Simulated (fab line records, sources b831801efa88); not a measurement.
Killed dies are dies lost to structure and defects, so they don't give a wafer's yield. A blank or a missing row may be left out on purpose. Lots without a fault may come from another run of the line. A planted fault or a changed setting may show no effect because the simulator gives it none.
Chamber matching | flow sky130 | SKY_POLY_GATE_ETCH_15 on rie_diel-03: 4 sister chambers
The step etches BARC in N2/H2, stops on SiO2, time 118.5 s, target depth 110 nm. 7 wafers are shown with their chamber, then 8 later ones without.

WAFERS WITH THEIR CHAMBER
wafer  | chamber | drypump_motor_current_A (A) | run_length_s (s)
L106.3 | 2       | 6.4                         | 146.7
L116.2 | 2       | 6.3                         | 146.6
L117.2 | 1       | 6.1                         | 147.3
L123.2 | 0       | 5.3                         | 147.4
L123.4 | 1       | 6.2                         | 146.7
L123.6 | 3       | 5.9                         | 146.4
L124.2 | 0       | 5.3                         | 147.4

WAFERS WITHOUT THEIR CHAMBER
wafer  | drypump_motor_current_A (A) | run_length_s (s)
L124.3 | 6.2                         | 147.1
L124.5 | 5.9                         | 146.9
L125.1 | 5.2                         | 147.2
L125.3 | 6.4                         | 147.3
L125.4 | 6.2                         | 146.8
L127.1 | 5.9                         | 146.9
L127.2 | 6.4                         | 146.7
L127.6 | 5.9                         | 147.0

WHICH CHAMBER EACH WENT THROUGH
wafer  | from the rows above     | in truth
L124.3 | 1                       | 1
L124.5 | 3                       | 3
L125.1 | 0                       | 0
L125.3 | can't be placed: 2 or 1 | 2
L125.4 | can't be placed: 1 or 2 | 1
L127.1 | 3                       | 3
L127.2 | 2                       | 2
L127.6 | can't be placed: 3 or 1 | 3
Placed correctly: 5 of 8. Can't be placed from these rows: 3 (the true chamber is among the candidates in 3). Placed wrongly: 0.
How it was worked out, from the rows above alone: a wafer's distance from a chamber is the root of the sum, over the readings, of the square of ((its reading less the chamber's mean) divided by the reading's scatter). The wafer belongs to the nearest chamber; if the next one is less than 2 further off, it can't be placed. A chamber's mean is the mean of its shown wafers. The scatter: the root of (the sum of the squares of (reading less its chamber's mean) over the shown wafers, divided by (wafers less chambers)).
